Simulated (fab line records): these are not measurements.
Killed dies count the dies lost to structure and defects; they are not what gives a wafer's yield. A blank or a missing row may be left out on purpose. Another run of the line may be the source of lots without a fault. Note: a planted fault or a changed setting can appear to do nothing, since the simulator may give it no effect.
Which tool was responsible?	flow gf180mcu	14 lots, 42 wafers sampled, at 3 steps of a route of 602

== WHAT EACH GAUGE READ, for each wafer ==
GF_HV_LDD_TW_MEAS_38.
lot	measured	on	HV_LDD_3_TW
L861	day 11 13:40	film-metro-02	1425 1430 1422
L862	day 11 21:01	film-metro-03	1423 1422 1429
L863	day 12 06:54	film-metro-04	1441 1442 1438
L864	day 12 10:49	film-metro-02	1428 1427 1431
L865	day 12 23:48	film-metro-03	1422 1421 1423
L867	day 13 10:04	film-metro-04	1433 1435 1435
L868	day 13 20:07	film-metro-02	1423 1418 1412
L869	day 14 04:55	film-metro-03	1427 1425 1418
L873	day 15 15:07	film-metro-02	1420 1432 1422
L876	day 16 12:46	film-metro-03	1681 1680 1682
L879	day 17 10:49	film-metro-04	1713 1713 1712
L881	day 17 22:17	film-metro-02	1434 1445 1434
L882	day 18 06:59	film-metro-03	1432 1426 1429
L884	day 19 03:51	film-metro-03	1428 1436 1428

GF_HV_LDD_RS_MEAS_53: a four-point-probe measurement.
lot	measured	on	HV_LDD_RS (ohm/sq)
L861	day 12 09:31	film-metro-04	418.2 418.0 417.7
L862	day 12 17:05	film-metro-03	417.9 417.5 418.1
L863	day 13 02:45	film-metro-02	419.4 418.3 418.6
L864	day 13 06:43	film-metro-03	416.4 416.3 416.7
L865	day 13 19:53	film-metro-04	418.6 419.4 417.7
L867	day 14 07:10	film-metro-03	418.5 418.2 416.8
L868	day 14 17:34	film-metro-03	418.4 418.6 418.4
L869	day 15 01:49	film-metro-02	417.7 418.0 417.8
L873	day 16 13:47	film-metro-04	418.3 419.7 420.2
L876	day 17 11:37	film-metro-02	371.2 370.9 370.8
L879	day 18 10:43	film-metro-04	370.7 370.4 370.1
L881	day 18 22:35	film-metro-03	417.9 418.0 417.3
L882	day 19 07:50	film-metro-04	418.1 416.9 417.0
L884	day 20 04:33	film-metro-03	419.2 417.8 418.7

== WHAT TOOL EACH LOT RAN ON (gives the tool, then ch and the chambers of the sampled wafers, and finally the start) ==
lot	GF_HV_LDD_IMPLANT_36
L861	implanter-02 ch 0, day 11 13:26
L862	implanter-03 ch 0, day 11 20:46
L863	implanter-03 ch 0, day 12 06:39
L864	implanter-02 ch 0, day 12 10:34
L865	implanter-01 ch 0, day 12 23:33
L867	implanter-03 ch 0, day 13 09:50
L868	implanter-01 ch 0, day 13 19:54
L869	implanter-02 ch 0, day 14 04:41
L873	implanter-03 ch 0, day 15 14:52
L876	implanter-03 ch 0, day 16 12:32
L879	implanter-03 ch 0, day 17 10:34
L881	implanter-02 ch 0, day 17 22:02
L882	implanter-01 ch 0, day 18 06:46
L884	implanter-02 ch 0, day 19 03:37
- GF_HV_LDD_IMPLANT_36

== AS READ BY THE TOOLS THEMSELVES (means over the sampled wafers that have a number; for cases with no such wafer, the mark the record gives instead) ==
GF_HV_LDD_IMPLANT_36.
lot	tool	dose-ions-cm2	end-station-pressure-torr (Torr)	faraday-current-uA
L861	implanter-02	7.508e+12	4.76e-06	41.6
L862	implanter-03	7.504e+12	4.87e-06	42.5
L863	implanter-03	7.506e+12	4.79e-06	42.2
L864	implanter-02	7.506e+12	4.95e-06	42.4
L865	implanter-01	7.504e+12	5.12e-06	42.4
L867	implanter-03	7.499e+12	4.99e-06	43.1
L868	implanter-01	7.505e+12	4.94e-06	42.5
L869	implanter-02	7.503e+12	5.18e-06	41.9
L873	implanter-03	7.497e+12	4.83e-06	43.1
L876	implanter-03	2.823e+13	5.36e-06	159.9
L879	implanter-03	2.824e+13	5.24e-06	159.8
L881	implanter-02	7.514e+12	5.05e-06	42.0
L882	implanter-01	7.506e+12	5.13e-06	42.7
L884	implanter-02	7.515e+12	4.97e-06	42.8

== THE ANSWER, worked out from the rows above alone ==
Rule: the lots themselves supply what counts as usual. Put in order of their means at a reading, lots are off if they are a third of the lots or fewer, leave a main group of 4 or more, and stand apart from it by a gap of 3 or more times the standard deviation of the main group's means; of several such gaps the widest counts. A main group whose means are all the same, to the digits that the tables above print for the reading, isn't used. Also off: a lot with no number at a reading for which 4 or more lots have one. Where the step has rows for the other lots, those lots are counted as sound. After the gauges, taken in route order, come the tools' own readings; for these a lot's mean is taken, as printed above. At the first step where some lot is off, the reading lying furthest off is the one used; lots without a number count as furthest.
Off: at GF_HV_LDD_TW_MEAS_38 (HV_LDD_3_TW), L876, L879. For the main group the mean is 1428 and the standard deviation 6.4.
If a tool, at a process step before that reading, ran all the lots that are off and no sound lot after the first of them, it fits. The gauges at GF_HV_LDD_TW_MEAS_38 aren't tried: what is off there is off at GF_HV_LDD_IMPLANT_36 too, on other tools, and a gauge's error can't cause that. One fits: GF_HV_LDD_IMPLANT_36 on implanter-03. A fault onset in the window from L873 (day 15 14:52, its last sound lot) to L876 (day 16 12:32, its first lot off) fits.
The tool's own readings at GF_HV_LDD_IMPLANT_36 bear it out: on the lots that are off they differ by more than 5 times the standard deviation of the sound lots' means. dose-ions-cm2 reads 2.824e+13 there against 7.506e+12 on the sound lots; faraday-current-uA reads 159.9 there against 42.4 on the sound lots.

== WHAT THE SIMULATOR PUT IN ==
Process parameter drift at GF_HV_LDD_IMPLANT_36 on implanter-03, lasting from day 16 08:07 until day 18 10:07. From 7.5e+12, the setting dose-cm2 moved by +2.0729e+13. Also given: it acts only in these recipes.
Lots struck among those shown: L876, L879. This agrees with what the rule above found.
